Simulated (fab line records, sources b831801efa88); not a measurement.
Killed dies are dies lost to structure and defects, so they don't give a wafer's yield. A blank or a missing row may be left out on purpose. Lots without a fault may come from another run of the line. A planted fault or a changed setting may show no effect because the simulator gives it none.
fab line records | flow sky130
record lots=6 wafers=18 last_day=50
route steps=708 shown GATE_OXIDE@191 POLY_GATE@204 RES_PROTECT@206 PAD_OPEN@708
lots that met no fault: from a run of the same line without faults
start_h: hours from the record's first day to the start of the lot's first wafer shown | wait_h: hours since the lot's step before | " the same as in the row above | L1.1+2: a row that stands for several wafers | - no value, or no start given | * or withheld: withheld | < > ~ a bound
route shown NAME@n: a module of which the file shows steps, and the number in the route of the first | usual: mean/standard deviation of fault-free wafers | same: alike in all rows | chamber/n: place in a boat | sites: the reading at each site | _std_site: their standard deviation | _edge_site: outer sites' mean less inner sites' | radius_mm: how far each site lies from the wafer's centre | mask NAME#n: copy n | behind: the tool/chamber that last shaped the wafer | hold: why the lot was held/for how many hours/how that ended | device: the transistor (n, p or np) that didn't switch | end of line: the same wafers' tests at the end of the route | a step without rows: its recipe alone | killed: dies lost to structure and defects at the first sort, not the wafer's yield | map: a wafer's dies, x killed, . not, _ none there
set.NAME: the setting as run; set.NAME@STEP: as run at that earlier step | model.NAME: the simulator's own value behind a step, which no gauge read
lots at some steps of the route; a table a step, a row a wafer
services: from which hour (start_h, from the record's first day; less than 0 if before it) a tool's chamber was out of use, for how many hours, and why
## steps
# step SKY_GATE_OXIDE_HMDS_04
# recipe prime_time_s=60 prime_temp_c=120
# step SKY_GATE_OXIDE_COAT_05
# recipe resist=NOVOLAK spin_rpm=3000 resist_thk_nm=1140
# step SKY_GATE_OXIDE_SOFTBAKE_06
# recipe temp_c=90 time_s=60 resist=NOVOLAK
# step SKY_GATE_OXIDE_EXPOSE_07
# recipe mask_id=LVOM na=0.6 source_shape=conventional sigma_outer=0.6 polarization=unpolarized target_cd_nm=600 dose_mj=170
# step SKY_GATE_OXIDE_PEB_08
# recipe temp_c=withheld time_s=* resist=NOVOLAK
# step SKY_GATE_OXIDE_DEVELOP_09
# recipe resist=NOVOLAK developer=TMAH develop_time_s=60 dev_temp_c=23
# step SKY_GATE_OXIDE_OVL_MEAS_10
# usual GATE_OXIDE_OVL=-0.4/1.3
# columns lot.wafer tool chamber start_h wait_h GATE_OXIDE_OVL[nm]
L918.1 overlay-01 - 314.46 0.1 0.0
L918.2 " - " " 0.6
L918.5 " - " " -1.4
L920.2 overlay-02 - 344.45 0.1 0.3
L920.4 " - " " 2.8
L920.6 " - " " 0.9
L922.2 overlay-01 - 364.85 0.1 -2.8
L922.3 " - " " -1.2
L922.4 " - " " -0.6
L923.2 overlay-02 - 367.75 0.1 -0.3
L923.4 " - " " -2.0
L923.5 " - " " -2.0
L933.3 overlay-01 - 449.20 0.1 -2.9
L933.5 " - " " 0.0
L933.6 " - " " -1.3
L939.1 overlay-01 - 499.60 0.1 0.5
L939.2 " - " " 1.4
L939.5 " - " " -0.8
# step SKY_GATE_OXIDE_IMPLANT_11
# recipe species=B energy_kev=10 dose_cm2=2.6e+12 tilt_deg=withheld
# step SKY_GATE_OXIDE_WET_ETCH_12
# recipe chemistry=dHF target_depth_nm=16.8 dry=n2_spin target=SiO2 dilution=100:1 temp_c=25 time_s=336
# step SKY_GATE_OXIDE_STRIP_13
# recipe chemistry=O2/N2 power_w=1400 pressure_mtorr=1500 platen_temp_c=withheld o2_flow_sccm=3000 n2_flow_sccm=300 overash_fraction=0.5
# usual drypump_motor_current_A=5.35/0.26 oes_product_au=0.716/0.0045 strip_time_to_endpoint_s=14.17/0.042
# columns lot.wafer tool chamber start_h wait_h drypump_motor_current_A oes_product_au rf_hours_counter_h strip_time_to_endpoint_s
L918.1 plasma_asher-01 1 314.75 0.0 5.23 0.714 16 14.18
L918.2 " 0 " " 5.52 0.718 16 14.18
L918.5 " 1 " " 5.22 0.715 - 14.16
L920.2 plasma_asher-04 0 344.74 0.0 5.30 0.720 66 14.17
L920.4 " 1 " " 5.63 0.713 - 14.12
L920.6 " 1 " " 5.62 0.713 - 14.15
L922.2 plasma_asher-01 1 365.14 0.0 5.22 0.716 21 14.26
L922.3 " 0 " " 5.53 0.709 - 14.27
L922.4 " 1 " " 5.22 0.714 - 14.28
L923.2 plasma_asher-04 0 368.04 0.0 5.27 0.713 68 14.20
L923.4 " 1 " " 5.65 0.723 - 14.17
L923.5 " 1 " " 5.63 0.720 - 14.20
L933.3 plasma_asher-04 1 449.52 0.0 5.63 0.719 - 14.23
L933.5 " 1 " " 5.65 0.716 - 14.18
L933.6 " 0 " " 5.30 0.720 - 14.19
L939.1 plasma_asher-04 0 499.89 0.0 5.30 0.716 7 14.14
L939.2 " 1 " " 5.64 0.720 7 14.09
L939.5 " 1 " " 5.63 0.708 - 14.15
# step SKY_GATE_OXIDE_TW_MEAS_14
# usual GATE_OXIDE_TW=224.6/1.9
# columns lot.wafer tool chamber start_h wait_h GATE_OXIDE_TW
L918.1 film_metro-04 - 314.85 0.1 225.3
L918.2 " - " " 226.0
L918.5 " - " " 226.4
L920.2 film_metro-04 - 344.85 0.1 227.5
L920.4 " - " " 226.3
L920.6 " - " " 225.3
L922.2 film_metro-04 - 365.25 0.1 226.4
L922.3 " - " " 225.8
L922.4 " - " " 225.3
L923.2 film_metro-02 - 368.15 0.1 223.6
L923.4 " - " " 223.5
L923.5 " - " " 223.6
L933.3 film_metro-04 - 449.60 0.1 226.4
L933.5 " - " " 225.4
L933.6 " - " " 225.9
L939.1 film_metro-01 - 499.99 0.1 226.5
L939.2 " - " " 226.6
L939.5 " - " " 225.7
# step SKY_GATE_OXIDE_CLEAN_15
# recipe chemistry=SC1/SC2 mix=1:4:20 temp_c=70 time_s=150 dry=n2_spin
# step SKY_GATE_OXIDE_OXIDATION_16
# recipe temp_c=800 ambient=O2 idle_temp_c=700 ramp_up_c_per_min=10 ramp_down_c_per_min=3 stabilise_s=600 purge_s=300 target_thk_a=35.7 ox_time_s=1915
# columns lot.wafer tool chamber start_h wait_h
L918.1+2+5 furnace-02 0 318.22 3.3
L920.2+4+6 furnace-02 0 345.34 0.4
L922.2+3+4 furnace-02 0 366.43 1.1
L923.2+4+5 furnace-02 0 369.36 1.1
L933.3+5+6 furnace-02 0 449.70 0.0
L939.1+2+5 furnace-02 0 500.10 0.0
# step SKY_POLY_GATE_CVD_00
# recipe material=poly-Si target_thk_nm=180 temp_c=620 time_s=720 pressure_mtorr=200
# step SKY_POLY_GATE_THK_MEAS_01
# recipe reads=poly-Si_of_POLY_GATE_CVD_00
# usual POLY_GATE_CVD_00_THK=180.8/1.2
# columns lot.wafer tool chamber start_h wait_h POLY_GATE_CVD_00_THK[nm]
L918.1 film_metro-02 - 320.95 0.0 180.9
L918.2 " - " " 182.3
L918.5 " - " " 180.4
L920.2 film_metro-04 - 348.68 0.0 178.1
L920.4 " - " " 177.8
L920.6 " - " " 178.9
L922.2 film_metro-03 - 369.17 0.0 179.8
L922.3 " - " " 180.9
L922.4 " - " " 181.0
L923.2 film_metro-03 - 372.10 0.0 179.9
L923.4 " - " " 180.7
L923.5 " - " " 180.7
L933.3 film_metro-03 - 452.45 0.0 180.8
L933.5 " - " " 180.6
L933.6 " - " " 180.7
L939.1 film_metro-04 - 503.43 0.0 179.3
L939.2 " - " " 179.7
L939.5 " - " " 180.9
# step SKY_RES_PROTECT_DEHYDRATE_00
# recipe temp_c=200 time_s=60
# step SKY_RES_PROTECT_HMDS_01
# recipe prime_time_s=60 prime_temp_c=120
# step SKY_RES_PROTECT_COAT_02
# recipe resist=NOVOLAK spin_rpm=3000 resist_thk_nm=1140
# step SKY_RES_PROTECT_SOFTBAKE_03
# recipe temp_c=90 time_s=60 resist=NOVOLAK
# step SKY_RES_PROTECT_EXPOSE_04
# recipe mask_id=RPM na=0.6 source_shape=conventional sigma_outer=0.6 polarization=unpolarized target_cd_nm=1270 dose_mj=132.8
# step SKY_RES_PROTECT_PEB_05
# recipe temp_c=withheld time_s=* resist=NOVOLAK
# step SKY_RES_PROTECT_DEVELOP_06
# recipe resist=NOVOLAK developer=TMAH develop_time_s=60 dev_temp_c=23
# step SKY_POLY_GATE_IMPLANT_02
# recipe species=P energy_kev=30 dose_cm2=7.7e+15 tilt_deg=0
# step SKY_RES_PROTECT_STRIP_07
# recipe chemistry=O2/N2 power_w=1400 pressure_mtorr=1500 platen_temp_c=withheld o2_flow_sccm=3000 n2_flow_sccm=300 overash_fraction=0.5
# usual drypump_motor_current_A=5.6/0.48 oes_product_au=0.518/0.0042 strip_time_to_endpoint_s=23.29/0.04
# columns lot.wafer tool chamber start_h wait_h drypump_motor_current_A oes_product_au rf_hours_counter_h strip_time_to_endpoint_s
L918.1 plasma_asher-03 1 346.55 0.1 5.5 0.508 67 23.27
L918.2 " 0 " " 4.8 0.514 67 23.33
L918.5 " 0 " " 4.8 0.517 - 23.28
L920.2 plasma_asher-02 1 376.64 0.1 6.2 0.516 60 23.32
L920.4 " 1 " " 6.1 0.521 - 23.33
L920.6 " 1 " " 6.1 0.519 - 23.38
L922.2 plasma_asher-03 1 396.39 0.1 5.5 0.520 72 23.27
L922.3 " 0 " " 4.8 0.516 - 23.29
L922.4 " 1 " " 5.5 0.519 - 23.26
L923.2 plasma_asher-04 1 400.14 0.1 5.6 0.514 71 23.23
L923.4 " 1 " " 5.6 0.513 - 23.22
L923.5 " 0 " " 5.3 0.511 - 23.24
L933.3 plasma_asher-03 1 482.97 0.1 5.5 0.516 - 23.28
L933.5 " 0 " " 4.8 0.517 - 23.26
L933.6 " 1 " " 5.5 0.518 - 23.31
L939.1 plasma_asher-02 0 534.04 0.1 5.9 0.518 76 23.24
L939.2 " 1 " " 6.1 0.510 76 23.31
L939.5 " 0 " " 6.0 0.513 - 23.30
# step SKY_RES_PROTECT_TW_MEAS_08
# usual POLY_GATE_TW=4064/18
# columns lot.wafer tool chamber start_h wait_h POLY_GATE_TW
L918.1 film_metro-03 - 346.65 0.1 4044
L918.2 " - " " 4069
L918.5 " - " " 4053
L920.2 film_metro-04 - 376.75 0.1 4045
L920.4 " - " " 4042
L920.6 " - " " 4048
L922.2 film_metro-04 - 396.50 0.1 4044
L922.3 " - " " 4040
L922.4 " - " " 4063
L923.2 film_metro-01 - 400.25 0.1 4047
L923.4 " - " " 4041
L923.5 " - " " 4051
L933.3 film_metro-03 - 483.06 0.1 4097
L933.5 " - " " 4076
L933.6 " - " " 4085
L939.1 film_metro-04 - 534.14 0.1 4081
L939.2 " - " " 4057
L939.5 " - " " 4070
# step SKY_RES_PROTECT_CLEAN_09
# recipe chemistry=SC1/SC2 mix=1:4:20 temp_c=70 time_s=150 dry=n2_spin
# step SKY_POLY_GATE_CVD_03
# recipe material=Si3N4 precursor=DCS/NH3 target_thk_nm=75 temp_c=770 time_s=1290 pressure_mtorr=250
# step SKY_POLY_GATE_THK_MEAS_04
# recipe reads=Si3N4_of_POLY_GATE_CVD_03
# usual POLY_GATE_CVD_03_THK=75.3/0.72
# columns lot.wafer tool chamber start_h wait_h POLY_GATE_CVD_03_THK[nm]
L918.1 film_metro-02 - 348.12 0.0 75.7
L918.2 " - " " 76.2
L918.5 " - " " 75.5
L920.2 film_metro-02 - 378.22 0.0 76.4
L920.4 " - " " 76.0
L920.6 " - " " 75.9
L922.2 film_metro-02 - 397.97 0.0 74.4
L922.3 " - " " 74.0
L922.4 " - " " 74.3
L923.2 film_metro-04 - 403.37 0.0 75.8
L923.4 " - " " 75.3
L923.5 " - " " 75.4
L933.3 film_metro-04 - 484.53 0.0 74.5
L933.5 " - " " 75.2
L933.6 " - " " 75.5
L939.1 film_metro-02 - 535.61 0.0 75.3
L939.2 " - " " 75.8
L939.5 " - " " 76.0
# step SKY_POLY_GATE_DEHYDRATE_05
# recipe temp_c=200 time_s=60
# step SKY_POLY_GATE_HMDS_06
# recipe prime_time_s=60 prime_temp_c=120
# step SKY_POLY_GATE_COAT_07
# recipe resist=BARC temp_c=withheld time_s=withheld spin_rpm=3000 resist_thk_nm=110
# step SKY_POLY_GATE_COAT_08
# recipe resist=KrF-thick spin_rpm=3000 resist_thk_nm=450
# step SKY_POLY_GATE_SOFTBAKE_09
# recipe temp_c=100 time_s=90 resist=KrF-thick
# step SKY_POLY_GATE_EXPOSE_10
# recipe mask_id=P1M na=0.68 source_shape=conventional sigma_outer=0.6 target_cd_nm=150 dose_mj=28
# step SKY_POLY_GATE_PEB_11
# recipe peb_temp_c=withheld peb_time_s=withheld resist=KrF-thick
# step SKY_POLY_GATE_DEVELOP_12
# recipe develop_time_s=60 resist=KrF-thick dev_temp_c=21
# step SKY_POLY_GATE_CD_MEAS_13
# recipe target_cd_nm=150
# usual cd_nm=149.7/1.3
# columns lot.wafer tool chamber start_h wait_h cd_nm
L918.1 cd_sem-01 - 376.31 - 149.4
L918.2 " - " " 150.1
L918.5 " - " " 148.9
L920.2 cd_sem-02 - 406.23 - 149.6
L920.4 " - " " 151.4
L920.6 " - " " 151.4
L922.2 cd_sem-02 - 427.18 - 148.6
L922.3 " - " " 149.0
L922.4 " - " " 148.3
L923.2 cd_sem-02 - 432.78 - 151.7
L923.4 " - " " 150.9
L923.5 " - " " 150.6
L933.3 cd_sem-01 - 515.04 - 150.4
L933.5 " - " " 150.6
L933.6 " - " " 150.7
L939.1 cd_sem-01 - 566.36 - 149.7
L939.2 " - " " 149.2
L939.5 " - " " 147.9
# step SKY_POLY_GATE_OVL_MEAS_14
# usual POLY_GATE_OVL=0/4.4
# columns lot.wafer tool chamber start_h wait_h POLY_GATE_OVL[nm]
L918.1 overlay-02 - 376.43 0.1 2
L918.2 " - " " 0
L918.5 " - " " 9
L920.2 overlay-01 - 406.33 0.1 -7
L920.4 " - " " -6
L920.6 " - " " -2
L922.2 overlay-02 - 427.28 0.1 -2
L922.3 " - " " 7
L922.4 " - " " -3
L923.2 overlay-02 - 432.88 0.1 -1
L923.4 " - " " -5
L923.5 " - " " 1
L933.3 overlay-02 - 515.13 0.1 6
L933.5 " - " " 0
L933.6 " - " " -1
L939.1 overlay-01 - 566.48 0.1 5
L939.2 " - " " 4
L939.5 " - " " -2
# step SKY_POLY_GATE_ETCH_15
# recipe chemistry=N2/H2 target=BARC ion_energy_ev=200 source_w=500 bias_w=100 pressure_mtorr=30 n2_flow_sccm=100 h2_flow_sccm=200 stop_on=SiO2 time_s=118.5 target_depth_a=1100
# usual bias_w=100.04/0.26 drypump_motor_current_A=5.8/0.37 oes_product_au=0.717/0.0045 throttle_valve_pct=13.212/0.0098
# columns lot.wafer tool chamber start_h wait_h bias_w drypump_motor_current_A oes_product_au rf_hours_counter_h throttle_valve_pct
L918.1 rie_diel-01 0 376.46 0.0 99.69 5.6 0.718 12 13.222
L918.2 " 1 " " 99.97 5.6 0.716 2 13.207
L918.5 " 1 " " 99.96 5.6 0.710 - 13.211
L920.2 rie_diel-02 0 406.36 0.0 99.58 6.5 0.721 11 13.216
L920.4 " 1 " " 100.40 5.4 0.710 55 13.207
L920.6 " 3 " " 99.73 5.1 0.713 - 13.219
L922.2 rie_diel-04 1 427.31 0.0 100.12 6.2 0.713 2 13.206
L922.3 " 0 " " 100.18 6.0 0.705 6 13.197
L922.4 " 2 " " 99.89 5.8 0.718 6 13.211
L923.2 rie_diel-02 0 432.91 0.0 100.33 6.5 0.725 12 13.211
L923.4 " 0 " " 100.08 6.6 0.718 - 13.212
L923.5 " 1 " " 99.92 5.4 0.716 - 13.222
L933.3 rie_diel-04 2 515.15 0.0 99.56 5.8 0.719 8 13.206
L933.5 " 2 " " 100.04 5.8 0.709 - 13.216
L933.6 " 1 " " 99.86 6.2 0.720 - 13.203
L939.1 rie_diel-02 0 566.51 0.0 99.93 6.5 0.719 14 13.213
L939.2 " 1 " " 99.92 5.4 0.717 57 13.192
L939.5 " 0 " " 100.46 6.5 0.725 - 13.219
# step SKY_POLY_GATE_ETCH_16
# recipe stop_on=poly-Si chemistry=CH3F/O2 target=Si3N4 source_w=400 bias_w=80 pressure_mtorr=25 ch3f_flow_sccm=40 O2_flow_sccm=30 time_s=147.5 target_depth_a=750
# usual bias_w=79.95/0.22 drypump_motor_current_A=5.8/0.37 oes_product_au=0.642/0.0053 throttle_valve_pct=10.536/0.0091
# columns lot.wafer tool chamber start_h wait_h bias_w drypump_motor_current_A oes_product_au rf_hours_counter_h throttle_valve_pct
L918.1 rie_diel-01 0 376.55 0.0 80.25 5.6 0.645 12 10.548
L918.2 " 1 " " 80.11 5.6 0.641 2 10.534
L918.5 " 1 " " 79.85 5.6 0.646 - 10.546
L920.2 rie_diel-02 0 406.44 0.0 79.81 6.5 0.650 11 10.540
L920.4 " 1 " " 79.75 5.4 0.650 55 10.534
L920.6 " 3 " " 79.86 5.1 0.629 - 10.543
L922.2 rie_diel-04 1 427.39 0.0 80.16 6.2 0.636 2 10.544
L922.3 " 0 " " 80.22 6.0 0.627 6 10.533
L922.4 " 2 " " 79.62 5.8 0.632 6 10.535
L923.2 rie_diel-02 0 432.99 0.0 79.78 6.5 0.644 12 10.508
L923.4 " 0 " " 79.81 6.5 0.642 - 10.544
L923.5 " 1 " " 80.00 5.4 0.641 - 10.537
L933.3 rie_diel-04 2 515.24 0.0 80.18 5.8 0.639 8 10.525
L933.5 " 2 " " 80.32 5.8 0.645 - 10.537
L933.6 " 1 " " 80.27 6.2 0.648 - 10.528
L939.1 rie_diel-02 0 566.59 0.0 79.84 6.5 0.636 14 10.535
L939.2 " 1 " " 80.44 5.4 0.638 57 10.545
L939.5 " 0 " " 79.86 6.5 0.648 - 10.537
# step SKY_POLY_GATE_ETCH_17
# recipe target_depth_nm=180 stop_on=SiO2 over_etch_frac=0.56667 chemistry=HBr/Cl2 target=poly-Si icp_w=400 bias_w=100 pressure_mtorr=10 HBr_flow_sccm=150 Cl2_flow_sccm=50 time_s=70.5
# usual HBr_flow_sccm=150.0/0.43 bias_w=99.95/0.3 drypump_motor_current_A=5.5/0.35 mfc_cl2_sccm=50.00/0.15 oes_product_au=0.988/0.0079 throttle_valve_pct=33.683/0.01
# columns lot.wafer tool chamber start_h wait_h HBr_flow_sccm bias_w drypump_motor_current_A mfc_cl2_sccm oes_product_au rf_hours_counter_h throttle_valve_pct
L918.1 rie_si-01 2 376.65 0.0 150.4 99.73 5.8 50.10 0.986 1 33.687
L918.2 " 1 " " 150.3 100.09 6.2 49.74 0.983 77 33.679
L918.5 " 3 " " 150.7 99.76 5.1 49.80 0.985 - 33.697
L920.2 rie_si-01 2 406.54 0.0 149.9 100.25 5.7 50.02 0.988 1 33.681
L920.4 " 3 " " 149.9 100.08 5.0 50.09 0.981 - 33.668
L920.6 " 0 " " 149.8 99.87 5.8 50.04 0.981 - 33.684
L922.2 rie_si-01 3 427.49 0.0 149.4 100.12 5.0 49.82 0.976 4 33.689
L922.3 " 0 " " 149.9 100.01 5.9 50.04 0.980 5 33.680
L922.4 " 2 " " 149.7 99.67 5.8 49.67 0.999 - 33.669
L923.2 rie_si-01 3 433.09 0.0 150.1 99.25 5.0 50.00 0.974 4 33.679
L923.4 " 3 " " 150.5 99.53 5.0 49.86 0.981 - 33.689
L923.5 " 2 " " 150.2 100.13 5.8 49.86 0.988 - 33.679
L933.3 rie_si-02 0 515.34 0.0 149.9 99.83 5.4 50.03 0.993 40 33.684
L933.5 " 2 " " 149.4 99.37 5.3 50.03 0.983 - 33.673
L933.6 " 1 " " 149.3 99.74 5.6 50.05 0.995 - 33.692
L939.1 rie_si-02 2 566.69 0.0 150.2 99.85 5.3 49.93 0.986 1 33.684
L939.2 " 1 " " 149.7 100.74 5.6 50.20 0.988 3 33.678
L939.5 " 1 " " 149.6 100.47 5.6 50.03 0.997 - 33.677
# step SKY_POLY_GATE_STRIP_18
# recipe chemistry=O2/N2 power_w=1400 pressure_mtorr=1500 platen_temp_c=withheld o2_flow_sccm=3000 n2_flow_sccm=300 overash_fraction=0.5
# step SKY_PAD_OPEN_PROBE_99
# usual killed_at_M0_to_M3=44/7.5 killed_at_M4_up=3.3/1.8 killed_at_contacts=25/5.9 killed_at_front_end=16/4.7 killed_at_other=0.3/0.52 killed_dies=89/9.9 killed_open=49/7.8 killed_short=40/5.8
# same gross_dies=492 killed_at_back_side=0
# columns lot.wafer tool chamber start_h wait_h killed_at_M0_to_M3 killed_at_M4_up killed_at_contacts killed_at_front_end killed_at_other killed_dies killed_open killed_short model.etest.cap_thin_oxide.gate_log10_a_cm2 model.etest.cap_thin_oxide.tox_acc_nm model.etest.pfet_01v8.tox_inv_nm model.etest.nfet_01v8.tox_inv_nm model.etest.nfet_01v8_turned.vt_v model.etest.nfet_01v8.vt_v model.etest.nfet_01v8_swapped.vt_v model.etest.nfet_01v8.vt_long_v
L918.1 prober-02 - 1077.51 0.1 57 3 22 25 1 108 63 44 -6.924 4.264 4.328 4.311 0.6877 0.6868 0.6864 0.5329
L918.2 prober-02 - 1077.56 0.1 56 4 19 16 0 95 40 55 -7.026 4.277 4.332 4.309 0.6863 0.6875 0.6875 0.5319
L918.5 prober-02 - 1077.71 0.2 42 3 33 15 0 93 52 41 -7.255 4.349 4.413 4.367 0.6934 0.6891 0.6887 0.5366
L920.2 prober-02 - 1100.06 0.1 48 5 38 12 0 103 60 42 -6.991 4.284 4.335 4.297 0.692 0.6937 0.6934 0.541
L920.4 prober-02 - 1100.16 0.2 41 2 20 16 0 79 39 40 -6.657 4.186 4.247 4.195 0.6899 0.6896 0.6903 0.5321
L920.6 prober-02 - 1100.26 0.2 39 1 33 12 0 85 50 35 -6.941 4.276 4.351 4.299 0.6955 0.6961 0.6958 0.5384
L922.2 prober-02 - 1116.12 0.1 44 3 20 10 0 77 41 34 -7.104 4.311 4.415 4.361 0.7072 0.7103 0.7106 0.5411
L922.3 prober-02 - 1116.17 0.2 66 2 22 12 0 102 55 47 -7.442 4.395 4.474 4.409 0.7049 0.707 0.7081 0.5467
L922.4 prober-02 - 1116.22 0.2 48 3 21 10 1 83 47 36 -7.114 4.339 4.411 4.368 0.6941 0.6893 0.6897 0.5362
L923.2 prober-01 - 1119.80 0.1 41 5 17 21 0 84 44 39 -7.734 4.463 4.538 4.462 0.7069 0.7062 0.7068 0.5479
L923.4 prober-01 - 1119.90 0.2 47 1 26 15 0 89 50 39 -7.891 4.519 4.605 4.521 0.7145 0.7126 0.712 0.5533
L923.5 prober-01 - 1119.95 0.2 48 2 20 16 0 86 52 34 -7.489 4.426 4.457 4.434 0.7004 0.7014 0.7008 0.5414
L933.3 prober-01 - 1165.21 0.2 48 5 21 13 0 87 49 38 -7.044 4.308 4.412 4.34 0.6966 0.6971 0.6969 0.5381
L933.5 prober-01 - 1165.31 0.2 41 3 31 15 0 90 43 47 -6.986 4.319 4.372 4.317 0.6918 0.6912 0.6918 0.5393
L933.6 prober-01 - 1165.36 0.2 63 5 32 9 0 109 58 51 -7.236 4.35 4.441 4.38 0.6979 0.7017 0.7015 0.5416
L939.1 prober-01 - 1197.64 0.1 41 0 32 11 1 85 44 41 -6.521 4.173 4.249 4.213 0.6923 0.6943 0.6941 0.5283
L939.2 prober-01 - 1197.69 0.1 35 2 13 20 0 70 39 30 -6.594 4.197 4.262 4.202 0.691 0.6913 0.6906 0.5306
L939.5 prober-01 - 1197.84 0.2 40 6 20 12 0 78 44 34 -6.725 4.232 4.307 4.261 0.6981 0.6986 0.6993 0.5346
# killed by level:class
L918.1 VIA1:geometric_particle:open=12 VIA2:geometric_particle:open=11 FIELD_ISO:geometric_particle:short=10 VIA3:geometric_particle:open=10 CONTACT:geometric_particle:open=7 FIELD_ISO:geometric_particle:open=6 LI_CONTACT:geometric_particle:open=6 LI_CONTACT:geometric_particle:short=5
L918.2 METAL1:geometric_particle:short=13 VIA1:geometric_particle:open=9 VIA1:geometric_particle:short=7 VIA3:geometric_particle:open=6 LI_CONTACT:geometric_particle:open=6 CONTACT:geometric_particle:short=6 METAL2:geometric_particle:short=6 CONTACT:geometric_particle:open=5
L918.5 LI_CONTACT:geometric_particle:open=10 VIA1:geometric_particle:open=8 METAL2:geometric_particle:short=8 VIA2:geometric_particle:open=7 LOCAL_INTERCONNECT:geometric_particle:short=7 CONTACT:geometric_particle:open=7 SPACER:geometric_particle:open=5 CONTACT:geometric_particle:short=5
L920.2 LI_CONTACT:geometric_particle:open=14 CONTACT:geometric_particle:open=12 VIA2:geometric_particle:open=10 VIA1:geometric_particle:open=10 VIA1:geometric_particle:short=9 POLY_GATE:geometric_particle:short=6 METAL1:geometric_particle:short=6 CONTACT:geometric_particle:short=5
L920.4 VIA1:geometric_particle:open=10 LOCAL_INTERCONNECT:geometric_particle:short=6 LI_CONTACT:geometric_particle:open=5 METAL1:geometric_particle:short=5 VIA1:geometric_particle:short=5 METAL2:geometric_particle:short=5 VIA3:geometric_particle:open=5 FIELD_ISO:geometric_particle:short=4
L920.6 CONTACT:geometric_particle:open=13 LI_CONTACT:geometric_particle:open=8 VIA1:geometric_particle:open=8 VIA3:geometric_particle:open=8 CONTACT:geometric_particle:short=6 VIA2:geometric_particle:open=6 FIELD_ISO:geometric_particle:short=5 LOCAL_INTERCONNECT:geometric_particle:short=5
L922.2 VIA1:geometric_particle:open=12 LI_CONTACT:geometric_particle:open=7 VIA2:geometric_particle:open=6 VIA3:geometric_particle:open=6 LOCAL_INTERCONNECT:geometric_particle:short=5 VIA3:geometric_particle:short=5 METAL1:geometric_particle:short=4 POLY_GATE:geometric_particle:short=3
L922.3 VIA2:geometric_particle:open=11 VIA1:geometric_particle:open=10 VIA3:geometric_particle:open=9 METAL2:geometric_particle:short=9 LI_CONTACT:geometric_particle:open=8 METAL3:geometric_particle:short=7 CONTACT:geometric_particle:open=7 METAL1:geometric_particle:short=6
L922.4 VIA1:geometric_particle:open=14 VIA2:geometric_particle:open=10 CONTACT:geometric_particle:open=8 CONTACT:geometric_particle:short=6 POLY_GATE:geometric_particle:short=5 VIA1:geometric_particle:short=5 METAL2:geometric_particle:short=4 VIA3:geometric_particle:short=4
L923.2 VIA1:geometric_particle:open=16 FIELD_ISO:geometric_particle:short=10 METAL1:geometric_particle:short=7 VIA3:geometric_particle:open=7 LI_CONTACT:geometric_particle:open=6 FIELD_ISO:geometric_particle:open=5 CONTACT:geometric_particle:short=4 CONTACT:geometric_particle:open=4
L923.4 FIELD_ISO:geometric_particle:open=7 VIA2:geometric_particle:open=7 LOCAL_INTERCONNECT:geometric_particle:short=7 METAL2:geometric_particle:short=7 LI_CONTACT:geometric_particle:open=6 CONTACT:geometric_particle:open=6 METAL1:geometric_particle:short=6 VIA3:geometric_particle:open=6
L923.5 CONTACT:geometric_particle:open=12 VIA1:geometric_particle:open=9 METAL2:geometric_particle:short=8 FIELD_ISO:geometric_particle:open=7 VIA3:geometric_particle:open=7 VIA2:geometric_particle:open=7 VIA1:geometric_particle:short=6 POLY_GATE:geometric_particle:open=4
L933.3 VIA1:geometric_particle:open=14 CONTACT:geometric_particle:open=9 METAL2:geometric_particle:short=6 VIA3:geometric_particle:open=5 VIA2:geometric_particle:open=4 POLY_GATE:geometric_particle:short=4 LI_CONTACT:geometric_particle:open=4 VIA1:geometric_particle:short=4
L933.5 VIA1:geometric_particle:open=10 LOCAL_INTERCONNECT:geometric_particle:short=9 VIA2:geometric_particle:open=7 CONTACT:geometric_particle:open=7 LI_CONTACT:geometric_particle:open=5 CONTACT:geometric_particle:short=5 METAL2:geometric_particle:short=5 VIA3:geometric_particle:short=5
L933.6 CONTACT:geometric_particle:open=11 VIA1:geometric_particle:open=11 VIA2:geometric_particle:open=11 VIA3:geometric_particle:open=10 VIA1:geometric_particle:short=9 LI_CONTACT:geometric_particle:open=8 VIA3:geometric_particle:short=7 CONTACT:geometric_particle:short=6
L939.1 CONTACT:geometric_particle:short=12 CONTACT:geometric_particle:open=11 VIA1:geometric_particle:open=8 VIA3:geometric_particle:open=8 LI_CONTACT:geometric_particle:open=6 METAL1:geometric_particle:short=6 POLY_GATE:geometric_particle:short=5 METAL2:geometric_particle:short=5
L939.2 VIA1:geometric_particle:open=12 FIELD_ISO:geometric_particle:open=6 FIELD_ISO:geometric_particle:short=6 LI_CONTACT:geometric_particle:open=6 VIA1:geometric_particle:short=5 METAL2:geometric_particle:short=4 VIA3:geometric_particle:open=4 METAL1:geometric_particle:short=3
L939.5 VIA2:geometric_particle:open=7 VIA1:geometric_particle:open=6 LI_CONTACT:geometric_particle:open=6 VIA3:geometric_particle:open=6 CONTACT:geometric_particle:short=5 METAL2:geometric_particle:short=5 LOCAL_INTERCONNECT:geometric_particle:short=4 CONTACT:geometric_particle:open=4
## services
# columns tool chamber start_h hours kind
furnace-02 - 311.56 2.3 pm
rie_si-01 - 313.33 2.8 pm
plasma_asher-04 - 320.34 2.8 pm
furnace-02 - 332.47 5.2 pm
rie_diel-02 3 366.64 3.8 repair
furnace-02 - 381.05 4.1 pm
rie_diel-04 2 387.48 5.0 repair
plasma_asher-03 - 389.21 2.8 pm
plasma_asher-04 - 390.24 4.9 repair
rie_si-01 1 391.41 27.9 repair
plasma_asher-03 - 411.87 3.5 repair
plasma_asher-04 - 421.25 9.0 pm
plasma_asher-04 - 423.26 0.4 repair
rie_si-01 1 461.50 18.6 repair
rie_diel-04 2 466.43 6.6 repair
rie_diel-04 - 474.97 14.6 pm
rie_diel-04 - 494.48 0.1 repair
rie_diel-02 3 507.28 12.7 repair
rie_diel-04 0 533.87 5.8 repair
rie_diel-04 3 537.28 18.8 repair
rie_diel-02 1 544.40 7.7 repair
furnace-02 - 548.73 3.5 pm
rie_diel-02 3 555.16 17.2 repair
rie_diel-02 - 559.94 4.3 pm
## key
first_sign none at tools or gauges
model_effect step=SKY_PAD_OPEN_PROBE_99 value=etest.cap_thin_oxide.gate_log10_a_cm2 without=-6.99 struck=-7.462
met_at SKY_GATE_OXIDE_OXIDATION_16
struck_wafers L922.2,L922.3,L922.4,L923.2,L923.4,L923.5
tester_left_out L922,L923
also_fits SKY_POLY_GATE_ETCH_17:rie_si-01
fault kind=process_parameter_drift tool=furnace-02 chamber=- onset_h=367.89 steps=SKY_GATE_OXIDE_OXIDATION_16 channel=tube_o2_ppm offset=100 shape=step end_h=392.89
# tester_left_out: of these lots the tester's yield and bins aren't shown, on N5 and GAA mostly nor the transistor test; their killed dies are dies lost to structure and defects alone, not to doping, threshold or leakage, so they don't give the yield
